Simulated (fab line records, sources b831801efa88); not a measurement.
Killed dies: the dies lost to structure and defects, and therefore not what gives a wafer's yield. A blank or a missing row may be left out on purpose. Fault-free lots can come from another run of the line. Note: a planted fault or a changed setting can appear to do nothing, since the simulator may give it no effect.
Lot-split experiment	flow gf180mcu	23 wafers read across 5 lots, on a route 602 steps long

ABOUT THE SPLIT
At GF_SALICIDE_SPUTTER_02 (material Co, target thk 10 nm, time 20 s), the setting power-w was moved away from the recipe's 1000 W on 7 of the 23 wafers read, by +8.6% to +10.7%. The other wafers ran this setting at the recipe's value.

FROM SPLIT TO READING: 1 step shown by the file between the two
- GF_SALICIDE_SPUTTER_03: material TiN, target thk 20 nm, time 16.7 s

THE READING
SALICIDE_TIN_RS, in ohm/sq, at GF_SALICIDE_RS_MEAS_04 (measures by four-point-probe). Typical for fault-free wafers on this fab line: 16.09 ohm/sq, with standard deviation 0.22 ohm/sq.

wafer	tool, chamber at the split	power-w as run, W	against the recipe	SALICIDE_TIN_RS, ohm/sq	against lot-mates on the recipe
L076.1	pvd-sputter-04, -	1000	recipe	16.12	-
L076.5	pvd-sputter-04, -	1000	recipe	16.17	-
L076.6	pvd-sputter-04, -	1000	recipe	15.89	-
L078.1	pvd-sputter-02, -	1000	recipe	16.15	-
L078.2	pvd-sputter-02, -	1000	recipe	15.95	-
L078.4	pvd-sputter-02, -	1096	+9.6%	14.55	-1.52
L078.5	pvd-sputter-02, -	1000	recipe	16.11	-
L078.6	pvd-sputter-02, -	1096	+9.6%	14.58	-1.49
L082.1	pvd-sputter-04, -	1000	recipe	16.02	-
L082.2	pvd-sputter-04, -	1107	+10.7%	14.60	-1.33
L082.3	pvd-sputter-04, -	1107	+10.7%	14.87	-1.06
L082.4	pvd-sputter-04, -	1000	recipe	15.85	-
L082.5	pvd-sputter-04, -	1107	+10.7%	14.67	-1.26
L083.2	pvd-sputter-04, -	1000	recipe	16.64	-
L083.3	pvd-sputter-04, -	1000	recipe	16.12	-
L083.4	pvd-sputter-04, -	1000	recipe	16.53	-
L083.5	pvd-sputter-04, -	1000	recipe	16.10	-
L083.6	pvd-sputter-04, -	1000	recipe	16.17	-
L084.2	pvd-sputter-02, -	1000	recipe	15.96	-
L084.3	pvd-sputter-02, -	1086	+8.6%	14.85	-1.07
L084.4	pvd-sputter-02, -	1086	+8.6%	14.70	-1.22
L084.5	pvd-sputter-02, -	1000	recipe	15.81	-
L084.6	pvd-sputter-02, -	1000	recipe	16.00	-

THE FIT
A straight line over all 23 wafers: SALICIDE_TIN_RS changes by -0.143 ohm/sq for each +1% of power-w; r = -0.96; the points scatter about the line by 0.21 ohm/sq.
The same after taking each lot's own level away (the mean of its wafers on the recipe; 23 wafers): -0.13 ohm/sq for each +1%; r = -0.96; scatter 0.17 ohm/sq.
On that fit, the largest move of power-w shifts the reading by 1.4 ohm/sq.
Measured against the standard deviation above, the lots' own levels, which go from 15.923 to 16.312 ohm/sq, span 1.8 times it.
Thus the slope moves with the lot-to-lot level: the two fits are different.
Check: for one of the wafers moved furthest among these (+10.7%), held out of the fit, the line's prediction against its lot-mates is -1.4 ohm/sq. It came out at -1.33 ohm/sq against them.

OTHER SPLITS APPLIED TO THESE WAFERS
Before the reading, these wafers also passed through other splits. Each is held against what the fit with the lots' levels taken away leaves over:
other split on the same wafers	wafers away from the commonest value	r with SALICIDE_TIN_RS (lot level and that fit taken away)
GF_PSD_IMPLANT_09 energy-kev	9	-0.14
GF_SAB_CVD_00 time-s	8	-0.03

THE WHOLE CHAIN: every reading that the file lists as answering this split, in the file's order
step	what it does	reading	change (the file's fit)	r (the file's)
GF_SALICIDE_SPUTTER_02	material Co, target thk 10 nm, time 20 s	Co_of_SALICIDE_SPUTTER_02.thk-nm (the simulator's own value, which no gauge read)	+0.0996 nm for each +1% of the setting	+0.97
GF_SALICIDE_RS_MEAS_04	measures by four-point-probe	SALICIDE_TIN_RS	-0.133 for each +1% of the setting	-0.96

FILE'S OWN FIT
SALICIDE_TIN_RS changes by -0.133 ohm/sq for each +1% of power-w, r = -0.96.
